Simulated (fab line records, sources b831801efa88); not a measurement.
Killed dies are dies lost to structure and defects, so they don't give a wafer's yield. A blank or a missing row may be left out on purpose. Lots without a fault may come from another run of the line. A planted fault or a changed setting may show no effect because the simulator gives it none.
Which tool did it? | flow sfq_line | 13 lots, 39 wafers sampled, at 7 steps of a route of 325

WHAT THE GAUGES READ, wafer by wafer
SFQ_L0_RS_MEAS_901: measures by four-point-probe. Usual: L0_MONX_KI_RS 43.6 ohm/sq, standard deviation 0.51.
lot  | measured    | on            | L0_MONX_KI_RS (ohm/sq)        | flag
L812 | day 1 12:34 | film_metro-02 | 43.0 42.5 43.1                |
L813 | day 1 17:35 | film_metro-02 | 43.9 44.1 43.9                |
L814 | day 1 22:36 | film_metro-02 | 43.2 43.3 44.2                |
L815 | day 2 03:35 | film_metro-02 | 43.5 43.9 43.9                |
L816 | day 2 08:35 | film_metro-02 | 43.8 43.1 43.9                |
L817 | day 2 13:37 | film_metro-02 | 43.3 43.2 43.2                |
L820 | day 3 04:34 | film_metro-02 | 44.3 43.7 44.1                |
L822 | day 3 14:36 | film_metro-01 | 43.7 43.9 43.4                |
L824 | day 4 00:34 | film_metro-01 | 43.5 44.1 44.1                |
L827 | day 4 15:34 | film_metro-02 | 43.0 42.6 42.9                |
L831 | day 5 11:34 | film_metro-04 | 38.9 44.4 39.0 38.8 44.4 39.1 | OFF
L834 | day 6 02:37 | film_metro-02 | 43.4 43.2 43.0                |
L835 | day 6 07:34 | film_metro-04 | 43.6 43.4 43.6                |

SFQ_L0_THK_MEAS_902: measures by xrf. Usual: L0_MONX_KI_THK 40.1 nm, standard deviation 0.49.
lot  | measured    | on            | L0_MONX_KI_THK (nm)           | flag
L812 | day 1 12:41 | film_metro-02 | 40.7 41.2 40.6                |
L813 | day 1 17:41 | film_metro-02 | 40.0 39.6 40.0                |
L814 | day 1 22:42 | film_metro-02 | 40.8 40.5 39.6                |
L815 | day 2 03:41 | film_metro-02 | 40.1 39.8 39.8                |
L816 | day 2 08:41 | film_metro-02 | 39.7 40.6 39.8                |
L817 | day 2 13:43 | film_metro-02 | 40.2 40.5 40.5                |
L820 | day 3 04:41 | film_metro-02 | 39.7 40.1 39.8                |
L822 | day 3 14:42 | film_metro-01 | 39.8 39.4 40.3                |
L824 | day 4 00:41 | film_metro-01 | 40.0 39.6 39.6                |
L827 | day 4 15:41 | film_metro-02 | 40.9 41.0 41.0                |
L831 | day 5 12:56 | film_metro-04 | 44.7 39.2 44.5 44.9 39.2 44.3 | OFF
L834 | day 6 02:43 | film_metro-02 | 40.1 40.3 40.3                |
L835 | day 6 07:41 | film_metro-04 | 40.0 40.6 40.2                |

SFQ_I2_BOW_MEAS_917. Usual: I2_BOW 2 um, standard deviation 7.3.
lot  | measured     | on            | I2_BOW (um) | flag
L812 | day 30 03:32 | film_metro-03 | -3 -4 2     |
L813 | day 30 08:22 | film_metro-04 | -2 -6 -11   |
L814 | day 30 11:50 | film_metro-03 | -3 -7 -2    |
L815 | day 31 01:01 | film_metro-03 | 21 8 22     |
L816 | day 32 19:44 | film_metro-03 | 3 4 -10     |
L817 | day 32 21:53 | film_metro-04 | 10 -1 9     |
L820 | day 33 11:55 | film_metro-01 | 14 2 11     |
L822 | day 34 15:34 | film_metro-04 | -3 -6 4     |
L824 | day 35 15:31 | film_metro-01 | -13 2 5     |
L827 | day 35 21:17 | film_metro-04 | -7 9 5      |
L831 | day 36 07:00 | film_metro-04 | -4 4 22     |
L834 | day 42 22:48 | film_metro-03 | 11 -5 -2    |
L835 | day 43 03:20 | film_metro-03 | 7 5 6       |

WHICH TOOL RAN EACH LOT (tool, then ch and the chambers of the sampled wafers, then the start)
lot  | SFQ_TRILAYER_L0_DEP_SPUTTER_003 | SFQ_TRILAYER_L0_ETCH_METAL_ETCH_008 | SFQ_TRILAYER_M1_DEP_SPUTTER_037 | SFQ_TRILAYER_I1_DEP_PECVD_045
L812 | pvd_sputter-04, day 1 12:29     | rie_metal-03 ch 0,1, day 4 05:02    | pvd_sputter-05, day 16 02:15    | pecvd-01 ch 1,2, day 22 05:05
L813 | pvd_sputter-04, day 1 17:29     | rie_metal-02 ch 0,1, day 4 11:02    | pvd_sputter-05, day 16 10:39    | pecvd-03 ch 0,1,2, day 22 16:46
L814 | pvd_sputter-06, day 1 22:29     | rie_metal-04 ch 0,1, day 4 17:03    | pvd_sputter-05, day 16 21:27    | pecvd-01 ch 1,2, day 23 05:03
L815 | pvd_sputter-04, day 2 03:29     | rie_metal-04 ch 0,1, day 4 23:47    | pvd_sputter-06, day 17 11:59    | pecvd-02 ch 1,2, day 23 20:28
L816 | pvd_sputter-03, day 2 08:29     | rie_metal-04 ch 0,1, day 5 09:23    | pvd_sputter-06, day 18 07:11    | pecvd-02 ch 1,2, day 24 15:22
L817 | pvd_sputter-04, day 2 13:29     | rie_metal-02 ch 0,1, day 5 17:48    | pvd_sputter-05, day 18 20:23    | pecvd-03 ch 0,1,2, day 25 04:37
L820 | pvd_sputter-04, day 3 04:29     | rie_metal-04 ch 0,1, day 6 06:59    | pvd_sputter-05, day 19 19:11    | pecvd-03 ch 0,2, day 26 07:20
L822 | pvd_sputter-03, day 3 14:29     | rie_metal-02 ch 0,1, day 6 15:24    | pvd_sputter-03, day 20 23:50    | pecvd-01 ch 0,1,2, day 27 09:29
L824 | pvd_sputter-04, day 4 00:29     | rie_metal-03 ch 0,1, day 7 02:11    | pvd_sputter-05, day 22 07:40    | pecvd-03 ch 0,2, day 28 11:53
L827 | pvd_sputter-06, day 4 15:29     | rie_metal-03 ch 0,1, day 7 16:35    | pvd_sputter-03, day 22 11:05    | pecvd-03 ch 0,1,2, day 28 15:29
L831 | pvd_sputter-04, day 5 11:29     | rie_metal-03 ch 0,1, day 8 18:11    | pvd_sputter-05, day 22 15:53    | pecvd-02 ch 0,2, day 29 01:13
L834 | pvd_sputter-06, day 6 02:29     | rie_metal-02 ch 0,1, day 9 09:47    | pvd_sputter-03, day 22 19:40    | pecvd-02 ch 0,1,2, day 29 07:15
L835 | pvd_sputter-03, day 6 07:29     | rie_metal-03 ch 0,1, day 9 13:23    | pvd_sputter-06, day 22 20:41    | pecvd-01 ch 0,2, day 29 09:37
- SFQ_TRILAYER_L0_DEP_SPUTTER_003: material MoNx KI, target thk 40 nm, time 100 s.
- SFQ_TRILAYER_L0_ETCH_METAL_ETCH_008: etches MoNx KI in SF6/O2, stops on SiO2, target depth 50 nm, time 25 s.
- SFQ_TRILAYER_M1_DEP_SPUTTER_037: material Nb, target thk 200 nm, time 133.3 s.
- SFQ_TRILAYER_I1_DEP_PECVD_045: deposits SiO2 from SiH4/N2O, time 111.11 s, target thk 500 nm.

WHAT THE TOOLS THEMSELVES READ (means of the sampled wafers that have a number; where no wafer has one, the mark that the record gives instead)
SFQ_TRILAYER_L0_DEP_SPUTTER_003. Usual: cathode_dc_power_W 799.98 W, standard deviation 0.15; throttle_valve_pct 30.2 %, standard deviation 1.4.
lot  | tool           | cathode_dc_power_W (W) | throttle_valve_pct (%) | flag
L812 | pvd_sputter-04 | 800.08                 | 29.3                   |
L813 | pvd_sputter-04 | 799.83                 | 31.2                   |
L814 | pvd_sputter-06 | 800.13                 | 29.1                   |
L815 | pvd_sputter-04 | 799.82                 | 30.2                   |
L816 | pvd_sputter-03 | 800.07                 | 29.8                   |
L817 | pvd_sputter-04 | 799.96                 | 30.9                   |
L820 | pvd_sputter-04 | 800.04                 | 31.2                   |
L822 | pvd_sputter-03 | 800.02                 | 30.9                   |
L824 | pvd_sputter-04 | 800.09                 | 30.1                   |
L827 | pvd_sputter-06 | 799.84                 | 29.0                   |
L831 | pvd_sputter-04 | 867.80                 | 29.7                   | OFF
L834 | pvd_sputter-06 | 799.91                 | 29.0                   |
L835 | pvd_sputter-03 | 799.87                 | 31.4                   |

SFQ_TRILAYER_L0_ETCH_METAL_ETCH_008. Usual: drypump_motor_current_A 5.7 A, standard deviation 0.49; oes_product_au 0.873 a.u., standard deviation 0.0071.
lot  | tool         | drypump_motor_current_A (A) | oes_product_au (a.u.) | flag
L812 | rie_metal-03 | 5.4                         | 0.879                 |
L813 | rie_metal-02 | 5.8                         | 0.867                 |
L814 | rie_metal-04 | 5.7                         | 0.876                 |
L815 | rie_metal-04 | 5.7                         | 0.872                 |
L816 | rie_metal-04 | 5.7                         | 0.877                 |
L817 | rie_metal-02 | 6.3                         | 0.879                 |
L820 | rie_metal-04 | 5.7                         | 0.870                 |
L822 | rie_metal-02 | 5.8                         | 0.872                 |
L824 | rie_metal-03 | 5.4                         | 0.871                 |
L827 | rie_metal-03 | 5.5                         | 0.887                 |
L831 | rie_metal-03 | 5.5                         | 0.911                 | OFF
L834 | rie_metal-02 | 5.8                         | 0.882                 |
L835 | rie_metal-03 | 5.7                         | 0.878                 |

SFQ_TRILAYER_M1_DEP_SPUTTER_037. Usual: cathode_dc_power_W 2000.0 W, standard deviation 0.39; throttle_valve_pct 30.0 %, standard deviation 1.1.
lot  | tool           | cathode_dc_power_W (W) | throttle_valve_pct (%) | flag
L812 | pvd_sputter-05 | 1999.8                 | 29.8                   |
L813 | pvd_sputter-05 | 2000.0                 | 29.8                   |
L814 | pvd_sputter-05 | 1999.9                 | 30.6                   |
L815 | pvd_sputter-06 | 2000.2                 | 28.6                   |
L816 | pvd_sputter-06 | 1999.6                 | 29.7                   |
L817 | pvd_sputter-05 | 2000.3                 | 30.6                   |
L820 | pvd_sputter-05 | 1999.6                 | 30.1                   |
L822 | pvd_sputter-03 | 1999.7                 | 29.9                   |
L824 | pvd_sputter-05 | 2000.0                 | 30.0                   |
L827 | pvd_sputter-03 | 2000.1                 | 29.6                   |
L831 | pvd_sputter-05 | 2000.1                 | 30.0                   |
L834 | pvd_sputter-03 | 2000.1                 | 30.7                   |
L835 | pvd_sputter-06 | 1999.6                 | 29.5                   |

SFQ_TRILAYER_I1_DEP_PECVD_045. Usual: heater_power_outer_w 30 W, standard deviation 10; heater_power_w 85 W, standard deviation 16; throttle_valve_pct 24.1 %, standard deviation 1.7.
lot  | tool     | heater_power_outer_w (W) | heater_power_w (W) | throttle_valve_pct (%) | flag
L812 | pecvd-01 | 22                       | 73                 | 23.8                   |
L813 | pecvd-03 | 32                       | 87                 | 23.7                   |
L814 | pecvd-01 | 16                       | 64                 | 23.7                   |
L815 | pecvd-02 | 39                       | 100                | 25.5                   |
L816 | pecvd-02 | 43                       | 105                | 25.4                   |
L817 | pecvd-03 | 30                       | 84                 | 22.2                   |
L820 | pecvd-03 | 44                       | 105                | 22.3                   |
L822 | pecvd-01 | 25                       | 76                 | 24.5                   |
L824 | pecvd-03 | 37                       | 91                 | 22.3                   |
L827 | pecvd-03 | 30                       | 85                 | 22.5                   |
L831 | pecvd-02 | 34                       | 95                 | 24.7                   |
L834 | pecvd-02 | 41                       | 102                | 25.1                   |
L835 | pecvd-01 | 24                       | 74                 | 26.1                   |

THE ANSWER, worked out from the rows above alone
Rule: a lot is off if the mean of its wafers that have a number lies more than 3 standard deviations from the usual mean. A lot without any number at a reading at which 4 lots or more have one is off too. The other lots that the step has rows for count as sound. The gauges are gone through in route order, then the tools' own readings, and for those a lot's mean is taken as printed above. The first step at which some lot is off is used, and at that step the reading that is off furthest; a lot without a number counts as furthest.
Off: L831, at SFQ_L0_RS_MEAS_901 (L0_MONX_KI_RS).
A tool fits if, at a process step before that reading, it ran every lot that is off, and no sound lot after the first of them. The gauges at SFQ_L0_RS_MEAS_901 aren't tried: what is off there is off at SFQ_TRILAYER_L0_DEP_SPUTTER_003 too, on other tools, and a gauge's error can't cause that. One fits: pvd_sputter-04 at SFQ_TRILAYER_L0_DEP_SPUTTER_003. Its last sound lot is L824 (day 4 00:29), its first lot that is off L831 (day 5 11:29): a fault that began between those two fits.
The tool's own readings at SFQ_TRILAYER_L0_DEP_SPUTTER_003 bear it out: on the lots that are off they differ by more than 5 times the standard deviation of the sound lots' means. cathode_dc_power_W reads 867.80 W there against 799.97 W on the sound lots.

WHAT THE SIMULATOR HAD PUT IN
Process parameter drift: pvd_sputter-04, from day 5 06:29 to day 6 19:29, at SFQ_TRILAYER_L0_DEP_SPUTTER_003. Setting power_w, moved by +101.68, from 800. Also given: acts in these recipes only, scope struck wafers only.
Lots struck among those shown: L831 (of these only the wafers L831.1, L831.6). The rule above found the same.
